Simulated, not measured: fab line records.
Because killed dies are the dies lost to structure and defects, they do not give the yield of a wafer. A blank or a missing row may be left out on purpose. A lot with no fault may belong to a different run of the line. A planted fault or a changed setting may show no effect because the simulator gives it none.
Split-lot trial ; flow sky130 ; on a route of 708 steps: 5 lots, 23 wafers read

ABOUT THE SPLIT
At SKY_METAL1_SPUTTER_00 (material Ti, target thk 15 nm, time 10 s), the setting time s was moved away from the recipe's 10 s on 8 of the 23 wafers read, by -12.5% to +5.8%. This setting was run at the recipe's value on the other wafers.

Reading taken at the split's own step.

THE READING
Ti_of_METAL1_SPUTTER_00.thk nm (the simulator's own value, which no gauge read), in nm, at SKY_METAL1_SPUTTER_00 (material Ti, target thk 15 nm, time 10 s). There is no usual value for it anywhere in the file. Across the 15 wafers here that went through the recipe, the average is 14.82 nm and the standard deviation 0.23 nm.

wafer;tool, chamber at the split;time s as run, s;against the recipe;Ti_of_METAL1_SPUTTER_00.thk nm, nm;against lot-mates on the recipe
L074.1;pvd sputter-03, -;8.749;-12.5%;12.8;-1.82
L074.2;pvd sputter-03, -;8.749;-12.5%;12.66;-1.96
L074.3;pvd sputter-03, -;10;recipe;14.66;-
L074.5;pvd sputter-03, -;8.749;-12.5%;12.82;-1.80
L074.6;pvd sputter-03, -;10;recipe;14.59;-
L075.1;pvd sputter-04, -;10.58;+5.8%;15.57;+1.13
L075.3;pvd sputter-04, -;10;recipe;14.47;-
L075.4;pvd sputter-04, -;10.58;+5.8%;15.77;+1.33
L075.5;pvd sputter-04, -;10;recipe;14.4;-
L075.6;pvd sputter-04, -;10.58;+5.8%;15.62;+1.18
L077.1;pvd sputter-04, -;10;recipe;14.77;-
L077.2;pvd sputter-04, -;10;recipe;14.68;-
L077.4;pvd sputter-04, -;10;recipe;14.73;-
L077.5;pvd sputter-04, -;8.785;-12.1%;13.07;-1.66
L077.6;pvd sputter-04, -;8.785;-12.1%;13.11;-1.62
L081.1;pvd sputter-04, -;10;recipe;14.86;-
L081.3;pvd sputter-04, -;10;recipe;14.83;-
L081.4;pvd sputter-04, -;10;recipe;14.93;-
L085.1;pvd sputter-02, -;10;recipe;15.16;-
L085.2;pvd sputter-02, -;10;recipe;15.01;-
L085.3;pvd sputter-02, -;10;recipe;14.97;-
L085.4;pvd sputter-02, -;10;recipe;15.25;-
L085.5;pvd sputter-02, -;10;recipe;14.99;-

FIT RESULTS
A straight line over all 23 wafers: Ti_of_METAL1_SPUTTER_00.thk nm changes by +0.154 nm for each +1% of time s; r = +0.98; the points scatter about the line by 0.21 nm.
The same after taking each lot's own level away (the mean of its wafers on the recipe; 23 wafers): +0.155 nm for each +1%; r = +0.99; scatter 0.14 nm.
On that fit, the largest move of time s shifts the reading by 1.9 nm.
The lots' own levels span 14.435 to 15.076 nm, that is 2.8 times the standard deviation above.
Hence the lot-to-lot level has little effect on the slope; both slopes agree.
Check: with one of the wafers moved furthest among these (-12.5%) left out of the fit, the line predicts -1.88 nm for it against its lot-mates. Against them it came out at -1.82 nm.

FURTHER SPLITS ON THESE WAFERS
Before the reading, these wafers also passed through other splits. Each is held against what the fit with the lots' levels taken away leaves over:
other split on the same wafers;wafers away from the commonest value;r with Ti_of_METAL1_SPUTTER_00.thk nm (lot level and that fit taken away)
SKY_LOCAL_INTERCONNECT_SPUTTER_00 time s;9;+0.02
SKY_LOCAL_INTERCONNECT_EXPOSE_08 dose mj;9;-0.07
SKY_LOCAL_INTERCONNECT_ETCH_13 ion energy ev;8;+0.01
SKY_CONTACT_CMP_04 leave above ref nm;6;-0.34
SKY_CONTACT_EXPOSE_11 dose mj;11;+0.14

FILE'S OWN FIT
Ti_of_METAL1_SPUTTER_00.thk nm changes by +0.149 nm for each +1% of time s, r = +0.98.
